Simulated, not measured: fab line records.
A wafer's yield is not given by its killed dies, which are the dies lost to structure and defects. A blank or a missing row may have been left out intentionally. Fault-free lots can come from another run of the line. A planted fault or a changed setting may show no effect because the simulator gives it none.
Which of the tools did it? + flow sky130 + 11 lots, 33 wafers sampled, at 6 steps of a route of 708

== WHAT THE GAUGES SHOWED, per wafer ==
SKY_SD_N_RS_MEAS_16: a four-point-probe measurement.
| lot  | measured     | on            | SD_N_RS (ohm/sq)  |
|------|--------------|---------------|-------------------|
| L452 | day 28 08:43 | film metro-03 | 68.54 68.38 68.77 |
| L453 | day 28 10:19 | film metro-04 | 68.72 68.69 68.73 |
| L454 | day 28 15:06 | film metro-04 | 68.63 68.49 68.47 |
| L459 | day 30 12:23 | film metro-04 | 68.49 68.59 68.56 |
| L461 | day 31 02:43 | film metro-03 | 68.70 68.65 68.65 |
| L464 | day 32 12:56 | film metro-03 | 68.59 68.58 68.55 |
| L465 | day 32 15:11 | film metro-02 | 71.29 71.22 71.20 |
| L466 | day 33 01:51 | film metro-03 | 68.57 68.59 68.64 |
| L467 | day 33 04:31 | film metro-04 | 71.41 71.31 71.44 |
| L472 | day 34 07:29 | film metro-04 | 68.61 68.62 68.66 |
| L474 | day 35 00:51 | film metro-02 | 68.54 68.60 68.65 |

SKY_SD_N_RS_MEAS_17: a four-point-probe measurement.
| lot  | measured     | on            | SD_P_RS (ohm/sq)  |
|------|--------------|---------------|-------------------|
| L452 | day 28 08:50 | film metro-03 | 146.6 146.8 147.5 |
| L453 | day 28 10:26 | film metro-04 | 147.4 146.9 147.2 |
| L454 | day 28 15:13 | film metro-04 | 146.7 147.3 147.2 |
| L459 | day 30 12:31 | film metro-04 | 146.6 147.1 146.9 |
| L461 | day 31 02:50 | film metro-03 | 147.2 146.9 147.3 |
| L464 | day 32 13:03 | film metro-03 | 147.0 147.2 147.1 |
| L465 | day 32 15:19 | film metro-02 | 162.5 162.4 162.4 |
| L466 | day 33 01:58 | film metro-03 | 147.1 147.8 147.2 |
| L467 | day 33 04:38 | film metro-04 | 162.9 162.8 163.1 |
| L472 | day 34 07:37 | film metro-04 | 147.3 147.1 147.3 |
| L474 | day 35 00:58 | film metro-02 | 147.1 147.0 147.3 |

SKY_CONTACT_BOW_MEAS_05.
| lot  | measured     | on            | CONTACT_BOW (um) |
|------|--------------|---------------|------------------|
| L452 | day 30 20:17 | film metro-02 | 76 81 97         |
| L453 | day 30 21:59 | film metro-03 | 79 86 93         |
| L454 | day 31 03:23 | film metro-03 | 87 84 93         |
| L459 | day 32 21:49 | film metro-02 | 75 71 72         |
| L461 | day 33 12:10 | film metro-03 | 83 83 78         |
| L464 | day 34 21:32 | film metro-01 | 77 81 73         |
| L465 | day 35 00:29 | film metro-02 | 85 92 92         |
| L466 | day 35 09:43 | film metro-02 | 75 89 80         |
| L467 | day 35 13:13 | film metro-03 | 85 79 77         |
| L472 | day 36 16:23 | film metro-02 | 76 73 80         |
| L474 | day 37 08:01 | film metro-03 | 80 83 77         |

SKY_METAL1_CD_MEAS_15: the cd target is 140 nm.
| lot  | measured     | on        | cd nm (nm)        |
|------|--------------|-----------|-------------------|
| L452 | day 33 04:57 | cd sem-01 | 140.0 140.1 139.2 |
| L453 | day 33 06:24 | cd sem-01 | 138.7 137.3 139.2 |
| L454 | day 33 10:21 | cd sem-01 | 138.6 138.9 138.0 |
| L459 | day 35 04:33 | cd sem-01 | 139.2 138.2 138.0 |
| L461 | day 35 17:58 | cd sem-01 | 138.8 137.5 139.6 |
| L464 | day 37 03:42 | cd sem-01 | 143.0 143.0 141.2 |
| L465 | day 37 06:00 | cd sem-01 | 140.3 139.6 141.1 |
| L466 | day 37 15:43 | cd sem-01 | 138.9 138.3 139.5 |
| L467 | day 37 18:21 | cd sem-02 | 140.2 141.1 141.4 |
| L472 | day 38 20:35 | cd sem-02 | 138.1 139.0 138.8 |
| L474 | day 39 13:21 | cd sem-02 | 139.9 138.6 138.7 |

== TOOL THAT RAN EACH LOT (tool first, then ch and the chambers of the sampled wafers, then the start) ==
| lot  | SKY_SD_N_RTA_14                  | SKY_LOCAL_INTERCONNECT_ETCH_13    |
|------|----------------------------------|-----------------------------------|
| L452 | rtp anneal-01 ch 0, day 28 08:32 | rie metal-04 ch 0,1, day 30 19:02 |
| L453 | rtp anneal-02 ch 0, day 28 10:08 | rie metal-04 ch 0,1, day 30 20:40 |
| L454 | rtp anneal-01 ch 0, day 28 14:53 | rie metal-04 ch 0,1, day 31 02:06 |
| L459 | rtp anneal-02 ch 0, day 30 12:13 | rie metal-03 ch 0,1, day 32 20:34 |
| L461 | rtp anneal-01 ch 0, day 31 02:30 | rie metal-01 ch 0,1, day 33 10:53 |
| L464 | rtp anneal-02 ch 0, day 32 12:45 | rie metal-01 ch 0,1, day 34 20:18 |
| L465 | rtp anneal-01 ch 0, day 32 15:00 | rie metal-04 ch 0,1, day 34 23:13 |
| L466 | rtp anneal-02 ch 0, day 33 01:40 | rie metal-01 ch 0,1, day 35 08:24 |
| L467 | rtp anneal-01 ch 0, day 33 04:20 | rie metal-04 ch 0,1, day 35 11:55 |
| L472 | rtp anneal-02 ch 0, day 34 07:19 | rie metal-04 ch 0,1, day 36 15:02 |
| L474 | rtp anneal-02 ch 0, day 35 00:41 | rie metal-01 ch 0,1, day 37 06:48 |
- SKY_SD_N_RTA_14: time 2 s.
- SKY_LOCAL_INTERCONNECT_ETCH_13: etches BARC in N2/H2, stops on SiO2, time 45.9 s, target depth 60 nm.

== WHAT THE TOOLS THEMSELVES READ (means of the sampled wafers that have a number; where no wafer has one, the mark that the record gives instead) ==
SKY_SD_N_RTA_14.
| lot  | tool          | lamp power pct (%) | ramp down c per s | wafer_temp_C_max |
|------|---------------|--------------------|-------------------|------------------|
| L452 | rtp anneal-01 | 15.75              | 90.011            | 1078.6           |
| L453 | rtp anneal-02 | 15.76              | 90.008            | 1078.3           |
| L454 | rtp anneal-01 | 15.76              | 90.010            | 1078.2           |
| L459 | rtp anneal-02 | 15.75              | 90.004            | 1077.3           |
| L461 | rtp anneal-01 | 15.70              | 89.989            | 1078.2           |
| L464 | rtp anneal-02 | 15.79              | 89.994            | 1077.9           |
| L465 | rtp anneal-01 | 15.37              | 90.005            | 1061.3           |
| L466 | rtp anneal-02 | 15.74              | 89.978            | 1077.8           |
| L467 | rtp anneal-01 | 15.50              | 90.006            | 1059.4           |
| L472 | rtp anneal-02 | 15.78              | 90.003            | 1079.7           |
| L474 | rtp anneal-02 | 15.73              | 89.994            | 1077.4           |

SKY_LOCAL_INTERCONNECT_ETCH_13.
| lot  | tool         | drypump motor current A (A) | he backside leak sccm (sccm) | oes product au (a.u.) | throttle valve pct (%) |
|------|--------------|-----------------------------|------------------------------|-----------------------|------------------------|
| L452 | rie metal-04 | 6.3                         | 3.4                          | 0.853                 | 13.229                 |
| L453 | rie metal-04 | 6.3                         | 3.4                          | 0.851                 | 13.232                 |
| L454 | rie metal-04 | 6.3                         | 3.4                          | 0.854                 | 13.228                 |
| L459 | rie metal-03 | 5.4                         | 3.2                          | 0.851                 | 13.225                 |
| L461 | rie metal-01 | 5.2                         | 3.2                          | 0.850                 | 13.218                 |
| L464 | rie metal-01 | 5.2                         | 3.2                          | 0.859                 | 13.223                 |
| L465 | rie metal-04 | 6.5                         | 3.3                          | 0.852                 | 13.214                 |
| L466 | rie metal-01 | 5.5                         | 3.3                          | 0.861                 | 13.225                 |
| L467 | rie metal-04 | 6.6                         | 3.4                          | 0.856                 | 13.222                 |
| L472 | rie metal-04 | 6.3                         | 3.3                          | 0.853                 | 13.220                 |
| L474 | rie metal-01 | 5.2                         | 3.3                          | 0.863                 | 13.224                 |

== THE ANSWER, worked out from the rows above alone ==
Rule: usual is defined by the lots themselves. Put in order of their means at a reading, lots are off if they are a third of the lots or fewer, leave a main group of 4 or more, and stand apart from it by a gap of 3 or more times the standard deviation of the main group's means; of several such gaps the widest counts. If all means in a main group match to the digits the tables above print for the reading, that group is not used. Also off: a lot with no number at a reading for which 4 or more lots have one. All remaining lots with rows at the step are treated as sound. First the gauges in route order, then the tools' own readings, where a lot's mean is used as printed above. The first step at which some lot is off is used, and at that step the reading that is off furthest; a lot without a number counts as furthest.
Off: L465, L467, at SKY_SD_N_RS_MEAS_16 (SD_N_RS). For the main group the mean is 68.60 ohm/sq and the standard deviation 0.056.
If a tool, at a process step before that reading, ran all the lots that are off and no sound lot after the first of them, it fits. Not tried: the gauges at SKY_SD_N_RS_MEAS_16; whatever is off there is also off at SKY_SD_N_RTA_14, on other tools, and gauge error can't account for it. One candidate fits, namely rtp anneal-01 at SKY_SD_N_RTA_14. Its last sound lot is L461 (day 31 02:30), its first lot that is off L465 (day 32 15:00): a fault that began between those two fits.
The tool's own readings at SKY_SD_N_RTA_14 bear it out: on the lots that are off they differ by more than 5 times the standard deviation of the sound lots' means. lamp power pct reads 15.43 % there against 15.75 % on the sound lots; wafer_temp_C_max reads 1060.3 there against 1078.2 on the sound lots.

== WHAT THE SIMULATOR HAD INSERTED ==
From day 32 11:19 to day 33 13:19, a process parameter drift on rtp anneal-01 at SKY_SD_N_RTA_14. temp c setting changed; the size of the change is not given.
Lots struck among those shown: L465, L467. This agrees with what the rule above found.
